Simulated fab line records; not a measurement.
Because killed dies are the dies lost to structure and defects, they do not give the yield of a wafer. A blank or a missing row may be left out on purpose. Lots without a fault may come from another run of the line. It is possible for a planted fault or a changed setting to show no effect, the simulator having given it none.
fab line records    flow sky130
[record] lots = 13  wafers = 39  last_day = 50
route steps=708 shown POLY_GATE@227 SPACER@305 POLY_CUT@319 SD_P@330 PAD_OPEN@708
lots with no fault: from the same line, run without faults
start_h: hours from the record's opening day to when the first of the lot's shown wafers began    wait_h: hours from the lot's prior step to this one    " as in the row above    L1.1+2: several wafers, shown together as one row    - either no value or no given start    * or withheld: withheld    < > ~ a bound
route shown NAME@n: names a module that has steps shown in the file, with the first one's number in the route    usual: average and standard deviation across the fault-free wafers    same: alike in all rows    chamber/n: place in a boat    sites: the reading at each site    _std_site: their standard deviation    _edge_site: outer sites' mean less inner sites'    radius_mm: how far each site lies from the wafer's centre    mask NAME#n: copy n    behind: tool/chamber where the wafer was last shaped    hold: why the lot went on hold/how many hours it stayed there/how the hold came to an end    device: the n, p or np transistor that did not switch    end of line: the same wafers' tests at the end of the route    for a step that has no rows: nothing shown but its recipe    killed: at the first sort, the dies lost to defects and structure; wafer yield is something else    map: per-die view of a wafer (x killed, . not killed, _ where there is no die)
set.NAME: the run value of the setting; set.NAME@STEP: its run value at that earlier step    model.NAME: the simulator's own value behind a step, which no gauge read
route steps across a sampled set of lots; one table per step, one row per wafer
services: the hour from which a tool's chamber was out of use, counted from the record's first day as start_h (under 0 if before that day), plus the number of hours and why
[[steps]]
[step SKY_POLY_GATE_CD_MEAS_13]
[recipe] target_cd_nm = 150
[usual] cd_nm = 149.8/1.3
lot.wafer  tool       chamber  start_h  wait_h  cd_nm
L134.2     cd_sem-01  -        381.08   -       149.6
L134.3     "          -        "        "       150.2
L134.6     "          -        "        "       149.0
L137.2     cd_sem-02  -        407.59   -       149.9
L137.4     "          -        "        "       150.9
L137.5     "          -        "        "       150.6
L138.2     cd_sem-02  -        425.68   -       152.2
L138.3     "          -        "        "       150.8
L138.5     "          -        "        "       151.2
L139.3     cd_sem-02  -        435.85   -       149.8
L139.4     "          -        "        "       149.7
L139.5     "          -        "        "       149.8
L141.3     cd_sem-01  -        445.41   -       150.0
L141.4     "          -        "        "       149.9
L141.6     "          -        "        "       149.7
L142.1     cd_sem-01  -        454.02   -       148.9
L142.2     "          -        "        "       148.9
L142.6     "          -        "        "       147.8
L144.4     cd_sem-01  -        466.27   -       150.6
L144.5     "          -        "        "       149.9
L144.6     "          -        "        "       152.4
L150.4     cd_sem-02  -        514.28   -       151.9
L150.5     "          -        "        "       151.1
L150.6     "          -        "        "       151.2
L151.3     cd_sem-02  -        521.65   -       150.2
L151.4     "          -        "        "       149.5
L151.6     "          -        "        "       150.5
L152.1     cd_sem-01  -        530.32   -       150.0
L152.4     "          -        "        "       150.1
L152.5     "          -        "        "       149.5
L154.3     cd_sem-02  -        543.78   -       149.4
L154.4     "          -        "        "       149.2
L154.5     "          -        "        "       149.7
L155.1     cd_sem-02  -        549.11   -       151.2
L155.3     "          -        "        "       151.3
L155.4     "          -        "        "       152.3
L156.1     cd_sem-02  -        561.19   -       150.3
L156.2     "          -        "        "       149.7
L156.3     "          -        "        "       149.1
[step SKY_SPACER_THK_MEAS_01]
[recipe] reads = Si3N4_of_SPACER_CVD_00
[usual] SPACER_CVD_00_THK = 43.0/0.41
lot.wafer  tool           chamber  start_h  wait_h  SPACER_CVD_00_THK[nm]
L134.2     film_metro-01  -        538.73   0.0     43.6
L134.3     "              -        "        "       43.7
L134.6     "              -        "        "       43.6
L137.2     film_metro-02  -        564.57   0.0     42.3
L137.4     "              -        "        "       42.1
L137.5     "              -        "        "       42.4
L138.2     film_metro-03  -        581.83   0.0     42.9
L138.3     "              -        "        "       43.2
L138.5     "              -        "        "       42.9
L139.3     film_metro-03  -        591.51   0.0     43.2
L139.4     "              -        "        "       42.9
L139.5     "              -        "        "       43.1
L141.3     film_metro-01  -        600.69   0.0     43.5
L141.4     "              -        "        "       43.3
L141.6     "              -        "        "       43.6
L142.1     film_metro-02  -        608.82   0.0     43.5
L142.2     "              -        "        "       43.7
L142.6     "              -        "        "       43.7
L144.4     film_metro-01  -        621.95   0.0     43.6
L144.5     "              -        "        "       43.6
L144.6     "              -        "        "       43.8
L150.4     film_metro-03  -        668.70   0.0     43.0
L150.5     "              -        "        "       42.8
L150.6     "              -        "        "       42.8
L151.3     film_metro-03  -        672.14   0.0     42.0
L151.4     "              -        "        "       42.2
L151.6     "              -        "        "       41.9
L152.1     film_metro-03  -        681.33   0.0     42.8
L152.4     "              -        "        "       43.0
L152.5     "              -        "        "       43.1
L154.3     film_metro-02  -        694.89   0.0     43.3
L154.4     "              -        "        "       43.0
L154.5     "              -        "        "       43.0
L155.1     film_metro-01  -        698.26   0.0     42.9
L155.3     "              -        "        "       43.2
L155.4     "              -        "        "       42.9
L156.1     film_metro-01  -        712.03   0.0     42.9
L156.2     "              -        "        "       42.9
L156.3     "              -        "        "       43.0
[step SKY_POLY_CUT_STRIP_12]
[recipe] chemistry = O2/N2  power_w = 1400  pressure_mtorr = 1500  platen_temp_c = withheld  o2_flow_sccm = 3000  n2_flow_sccm = 300  overash_fraction = 0.5
[usual] chamber_pressure_mTorr = 1500.1/1.5  drypump_motor_current_A = 5.94/0.16  oes_product_au = 0.452/0.0043  overash_fraction = 0.5/0  strip_time_to_endpoint_s = 5.360/0.017
lot.wafer  tool             chamber  start_h  wait_h  chamber_pressure_mTorr  drypump_motor_current_A  oes_product_au  overash_fraction  rf_hours_counter_h  strip_time_to_endpoint_s
L134.2     plasma_asher-04  1        568.45   0.0     1499.5                  6.00                     0.450           0.5               75                  5.343
L134.3     "                1        "        "       1498.9                  6.02                     0.453           0.5               -                   5.364
L134.6     "                0        "        "       1501.9                  6.07                     0.452           0.5               -                   5.345
L137.2     plasma_asher-01  0        594.05   0.0     1498.2                  5.74                     0.454           0.5               16                  5.346
L137.4     "                0        "        "       1503.5                  5.73                     0.450           0.5               -                   5.334
L137.5     "                0        "        "       1499.5                  5.75                     0.457           0.5               -                   5.333
L138.2     plasma_asher-04  1        611.60   0.0     1499.7                  6.00                     0.451           0.5               79                  5.355
L138.3     "                1        "        "       1501.2                  6.00                     0.455           0.5               -                   5.358
L138.5     "                0        "        "       1498.2                  6.06                     0.449           0.5               -                   5.383
L139.3     plasma_asher-01  1        621.09   0.1     -                       -                        -               -                 -                   -
L139.4     "                0        "        "       -                       -                        -               -                 -                   -
L139.5     "                0        "        "       -                       -                        -               -                 -                   -
L141.3     plasma_asher-03  0        630.39   0.1     -                       -                        -               -                 -                   -
L141.4     "                1        "        "       -                       -                        -               -                 -                   -
L141.6     "                0        "        "       -                       -                        -               -                 -                   -
L142.1     plasma_asher-04  1        638.08   0.0     -                       -                        -               -                 -                   -
L142.2     "                0        "        "       -                       -                        -               -                 -                   -
L142.6     "                1        "        "       -                       -                        -               -                 -                   -
L144.4     plasma_asher-03  1        651.41   0.0     1501.2                  5.92                     0.450           0.5               -                   5.353
L144.5     "                0        "        "       1496.8                  6.17                     0.455           0.5               -                   5.343
L144.6     "                1        "        "       1500.4                  5.98                     0.454           0.5               -                   5.343
L150.4     plasma_asher-04  1        697.73   0.1     1500.9                  6.02                     0.451           0.5               -                   5.354
L150.5     "                1        "        "       1498.7                  6.02                     0.460           0.5               -                   5.352
L150.6     "                0        "        "       1501.1                  6.07                     0.455           0.5               -                   5.394
L151.3     plasma_asher-04  0        700.86   0.1     1502.8                  6.06                     0.446           0.5               -                   5.350
L151.4     "                1        "        "       1501.3                  6.00                     0.457           0.5               -                   5.382
L151.6     "                1        "        "       1502.2                  5.99                     0.456           0.5               -                   5.366
L152.1     plasma_asher-04  1        710.58   0.0     1498.1                  5.98                     0.449           0.5               89                  5.376
L152.4     "                0        "        "       1501.0                  6.06                     0.451           0.5               -                   5.355
L152.5     "                1        "        "       1498.9                  5.98                     0.448           0.5               -                   5.368
L154.3     plasma_asher-01  1        723.26   0.1     1500.4                  5.78                     0.450           0.5               -                   5.367
L154.4     "                0        "        "       1501.9                  5.72                     0.456           0.5               -                   5.385
L154.5     "                0        "        "       1499.9                  5.70                     0.457           0.5               -                   5.393
L155.1     plasma_asher-01  0        727.30   0.0     1503.0                  5.70                     0.450           0.5               30                  5.342
L155.3     "                0        "        "       1500.4                  5.73                     0.452           0.5               -                   5.376
L155.4     "                1        "        "       1502.2                  5.75                     0.459           0.5               -                   5.350
L156.1     plasma_asher-01  1        740.15   0.0     1498.3                  5.75                     0.450           0.5               31                  5.362
L156.2     "                0        "        "       1499.2                  5.73                     0.448           0.5               31                  5.369
L156.3     "                1        "        "       1501.6                  5.75                     0.452           0.5               -                   5.355
[step SKY_SD_P_STRIP_10]
[recipe] chemistry = O2/N2  power_w = 1400  pressure_mtorr = 1500  platen_temp_c = withheld  o2_flow_sccm = 3000  n2_flow_sccm = 300  overash_fraction = 0.5
[usual] chamber_pressure_mTorr = 1499.9/1.4  drypump_motor_current_A = 5.92/0.26  oes_product_au = 0.618/0.0045  strip_time_to_endpoint_s = 17.46/0.041
[same] overash_fraction = 0.5
lot.wafer  tool             chamber  start_h  wait_h  chamber_pressure_mTorr  drypump_motor_current_A  oes_product_au  rf_hours_counter_h  strip_time_to_endpoint_s
L134.2     plasma_asher-01  1        598.24   0.1     1499.2                  5.75                     0.619           17                  17.42
L134.3     "                0        "        "       1500.9                  5.70                     0.621           -                   17.40
L134.6     "                0        "        "       1501.6                  5.72                     0.620           -                   17.40
L137.2     plasma_asher-03  0        622.87   0.1     1500.6                  6.18                     0.613           47                  17.50
L137.4     "                1        "        "       1500.9                  5.91                     0.618           -                   17.55
L137.5     "                1        "        "       1500.4                  5.93                     0.621           -                   17.52
L138.2     plasma_asher-03  1        641.12   0.1     1498.3                  5.96                     0.615           49                  17.50
L138.3     "                1        "        "       1499.8                  5.99                     0.621           -                   17.43
L138.5     "                0        "        "       1501.0                  6.15                     0.617           -                   17.50
L144.4     plasma_asher-03  0        680.21   0.1     1497.6                  6.14                     0.615           -                   17.46
L144.5     "                0        "        "       1501.0                  6.17                     0.610           -                   17.42
L144.6     "                1        "        "       1498.0                  5.98                     0.624           -                   17.43
L150.4     plasma_asher-03  0        725.85   0.1     1499.6                  6.15                     0.620           -                   17.48
L150.5     "                0        "        "       1500.8                  6.15                     0.613           -                   17.52
L150.6     "                1        "        "       1497.3                  5.94                     0.613           -                   17.52
L151.3     plasma_asher-02  0        729.66   0.1     1497.7                  6.37                     0.615           -                   17.46
L151.4     "                1        "        "       1499.1                  5.53                     0.611           -                   17.47
L151.6     "                0        "        "       1499.1                  6.36                     0.620           -                   17.47
L152.1     plasma_asher-01  0        738.64   0.1     1498.8                  5.69                     0.624           31                  17.50
L152.4     "                0        "        "       1502.3                  5.71                     0.614           -                   17.47
L152.5     "                0        "        "       1501.0                  5.72                     0.625           -                   17.46
L154.3     plasma_asher-03  0        750.68   0.1     1501.5                  6.14                     0.618           -                   17.49
L154.4     "                1        "        "       1502.4                  5.99                     0.623           -                   17.48
L154.5     "                1        "        "       1499.2                  5.95                     0.617           -                   17.51
L155.1     plasma_asher-01  0        754.34   0.1     1498.1                  5.71                     0.617           33                  17.42
L155.3     "                1        "        "       1500.5                  5.74                     0.617           -                   17.44
L155.4     "                0        "        "       1498.7                  5.73                     0.618           -                   17.40
L156.1     plasma_asher-03  1        765.84   0.1     1501.9                  5.91                     0.614           63                  17.45
L156.2     "                0        "        "       1501.1                  6.17                     0.611           63                  17.41
L156.3     "                1        "        "       1498.8                  5.90                     0.618           -                   17.41
[step SKY_PAD_OPEN_PROBE_99]
[usual] killed_at_M0_to_M3 = 43/7.6  killed_at_M4_up = 2.8/1.9  killed_at_contacts = 24/4.7  killed_at_front_end = 16/4.4  killed_at_other = 0.2/0.4  killed_dies = 86/9.9  killed_on_rim = 17/3.9  killed_open = 47/8.2  killed_short = 39/6.3
[same] gross_dies = 492  killed_at_back_side = 0
lot.wafer  tool       chamber  start_h  wait_h  killed_at_M0_to_M3  killed_at_M4_up  killed_at_contacts  killed_at_front_end  killed_at_other  killed_dies  killed_on_rim  killed_open  killed_short
L139.3     prober-02  -        1121.25  0.2     37                  6                17                  432                  0                492          96             36           37
L139.4     prober-02  -        1121.30  0.2     35                  6                21                  430                  0                492          96             45           30
L139.5     prober-02  -        1121.35  0.2     44                  3                19                  425                  1                492          96             39           41
L141.3     prober-01  -        1125.33  0.2     50                  4                25                  413                  0                492          96             61           35
L141.4     prober-01  -        1125.38  0.2     38                  1                20                  432                  1                492          96             42           30
L141.6     prober-01  -        1125.48  0.2     46                  3                30                  413                  0                492          96             58           41
L142.1     prober-02  -        1132.06  0.1     47                  6                23                  416                  0                492          96             61           33
L142.2     prober-02  -        1132.11  0.1     54                  2                19                  417                  0                492          96             46           43
L142.6     prober-02  -        1132.31  0.2     40                  4                22                  426                  0                492          96             48           38
L150.4     prober-02  -        1174.34  0.2     42                  4                29                  16                   1                92           13             59           33
L150.5     prober-02  -        1174.39  0.2     61                  3                29                  20                   1                114          21             61           53
L150.6     prober-02  -        1174.44  0.2     54                  4                24                  18                   0                100          16             60           40
L151.3     prober-01  -        1174.64  0.2     38                  1                28                  14                   0                81           13             44           37
L151.4     prober-01  -        1174.69  0.2     52                  1                23                  16                   0                92           14             50           42
L151.6     prober-01  -        1174.79  0.2     39                  2                27                  14                   1                83           17             50           33
// killed by level:class
L139.3 SD_P:area_strip=419 LI_CONTACT:geometric_particle:open=7 CONTACT:geometric_particle:open=7 VIA1:geometric_particle:open=6 METAL4:geometric_particle:short=6 METAL2:geometric_particle:short=5 VIA3:geometric_particle:open=5 FIELD_ISO:geometric_particle:short=4
L139.4 SD_P:area_strip=417 CONTACT:geometric_particle:open=7 VIA1:geometric_particle:open=7 FIELD_ISO:geometric_particle:open=5 LI_CONTACT:geometric_particle:open=5 VIA2:geometric_particle:open=5 POLY_GATE:geometric_particle:open=4 VIA3:geometric_particle:open=4
L139.5 SD_P:area_strip=412 METAL2:geometric_particle:short=9 VIA1:geometric_particle:open=8 LI_CONTACT:geometric_particle:open=6 VIA3:geometric_particle:open=6 METAL1:geometric_particle:short=6 CONTACT:geometric_particle:open=5 VIA1:geometric_particle:short=5
L141.3 SD_P:area_strip=396 VIA1:geometric_particle:open=16 CONTACT:geometric_particle:open=9 VIA3:geometric_particle:open=8 LI_CONTACT:geometric_particle:open=7 VIA2:geometric_particle:open=7 METAL2:geometric_particle:short=6 FIELD_ISO:geometric_particle:open=5
L141.4 SD_P:area_strip=420 VIA3:geometric_particle:open=9 LI_CONTACT:geometric_particle:open=6 CONTACT:geometric_particle:open=6 VIA2:geometric_particle:open=6 FIELD_ISO:geometric_particle:short=5 VIA1:geometric_particle:open=5 CONTACT:geometric_particle:short=4
L141.6 SD_P:area_strip=393 CONTACT:geometric_particle:open=15 VIA3:geometric_particle:open=11 VIA1:geometric_particle:open=9 POLY_GATE:geometric_particle:open=7 METAL2:geometric_particle:short=7 VIA2:geometric_particle:open=7 VIA3:geometric_particle:short=6
L142.1 SD_P:area_strip=398 VIA1:geometric_particle:open=12 VIA2:geometric_particle:open=9 LI_CONTACT:geometric_particle:open=7 CONTACT:geometric_particle:open=7 VIA3:geometric_particle:open=7 METAL1:geometric_particle:short=5 FIELD_ISO:geometric_particle:open=4
L142.2 SD_P:area_strip=403 VIA1:geometric_particle:short=11 VIA2:geometric_particle:open=10 METAL1:geometric_particle:short=9 VIA1:geometric_particle:open=9 POLY_GATE:geometric_particle:open=6 VIA3:geometric_particle:open=6 LI_CONTACT:geometric_particle:open=5
L142.6 SD_P:area_strip=406 VIA1:geometric_particle:open=10 VIA3:geometric_particle:open=9 POLY_GATE:geometric_particle:short=7 CONTACT:geometric_particle:open=7 CONTACT:geometric_particle:short=7 VIA2:geometric_particle:open=7 FIELD_ISO:geometric_particle:open=5
L150.4 VIA1:geometric_particle:open=21 CONTACT:geometric_particle:open=10 LOCAL_INTERCONNECT:geometric_particle:short=7 FIELD_ISO:geometric_particle:open=5 LI_CONTACT:geometric_particle:short=5 LI_CONTACT:geometric_particle:open=5 POLY_GATE:geometric_particle:open=4 VIA3:geometric_particle:open=4
L150.5 VIA1:geometric_particle:open=21 CONTACT:geometric_particle:open=10 METAL2:geometric_particle:short=8 LI_CONTACT:geometric_particle:open=7 VIA3:geometric_particle:open=7 VIA2:geometric_particle:open=6 VIA2:geometric_particle:short=6 POLY_GATE:geometric_particle:short=5
L150.6 VIA1:geometric_particle:open=16 POLY_GATE:geometric_particle:open=9 CONTACT:geometric_particle:open=8 METAL2:geometric_particle:short=7 METAL1:geometric_particle:short=7 VIA2:geometric_particle:open=7 LI_CONTACT:geometric_particle:open=6 FIELD_ISO:geometric_particle:short=5
L151.3 CONTACT:geometric_particle:open=13 VIA1:geometric_particle:open=11 METAL1:geometric_particle:short=6 METAL2:geometric_particle:short=6 CONTACT:geometric_particle:short=5 POLY_GATE:geometric_particle:short=4 LI_CONTACT:geometric_particle:open=4 LI_CONTACT:geometric_particle:short=3
L151.4 VIA1:geometric_particle:open=12 CONTACT:geometric_particle:open=12 VIA1:geometric_particle:short=9 METAL2:geometric_particle:short=8 LI_CONTACT:geometric_particle:open=5 VIA3:geometric_particle:open=5 VIA2:geometric_particle:open=5 FIELD_ISO:geometric_particle:short=4
L151.6 CONTACT:geometric_particle:open=11 VIA2:geometric_particle:open=9 VIA1:geometric_particle:open=8 LI_CONTACT:geometric_particle:open=7 VIA3:geometric_particle:open=6 FIELD_ISO:geometric_particle:short=5 METAL2:geometric_particle:short=5 LOCAL_INTERCONNECT:geometric_particle:short=4
[[services]]
tool             chamber  start_h  hours  kind
plasma_asher-03  -        571.29   1.4    repair
plasma_asher-04  -        579.72   8.7    repair
plasma_asher-04  -        633.38   4.5    repair
plasma_asher-02  -        639.77   2.2    repair
plasma_asher-01  -        645.14   2.8    pm
plasma_asher-02  -        673.65   13.0   repair
plasma_asher-04  -        683.46   4.0    pm
plasma_asher-01  -        700.02   7.3    repair
plasma_asher-02  -        733.75   9.0    pm
plasma_asher-02  0        733.75   9.0    vent_cycle
plasma_asher-02  1        733.75   9.0    vent_cycle
plasma_asher-03  -        737.53   1.7    repair
plasma_asher-02  0        742.75   -      clean
plasma_asher-02  1        742.75   -      clean
[[key]]
[first_sign] step = SKY_POLY_CUT_STRIP_12  reading = tool_record  direction = missing
[effect] step = SKY_PAD_OPEN_PROBE_99  reading = killed_at_front_end  direction = up  sigmas = 93  usual = 16  struck = 423
[more_kills_born_at] SKY_POLY_CUT_STRIP_12@plasma_asher-01 = 1248  SKY_POLY_CUT_STRIP_12@plasma_asher-03 = 1209  SKY_POLY_CUT_STRIP_12@plasma_asher-04 = 1207
met_at SKY_POLY_CUT_STRIP_12
struck_lots L139,L141,L142
later_rows_left_out L139.3,L139.4,L139.5,L141.3,L141.4,L141.6,L142.1,L142.2,L142.6
tester_left_out L139,L141,L142
not_acting_at SKY_POLY_GATE_CD_MEAS_13,SKY_SPACER_THK_MEAS_01,SKY_SD_P_STRIP_10
onset_between 611.60 621.09
[fault] kind = skipped_step_whole  tool = plasma_asher-01,plasma_asher-03,plasma_asher-04  chamber = -  onset_h = 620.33  steps = SKY_POLY_CUT_STRIP_12  scope = struck_lots_only
// tester_left_out: of these lots the tester's yield and bins aren't shown, on N5 and GAA mostly nor the transistor test; their killed dies are dies lost to structure and defects alone, not to doping, threshold or leakage, so they don't give the yield
// later_rows_left_out: the simulator's readings of these wafers behind a module that went badly wrong aren't trusted and aren't shown, but for the sort
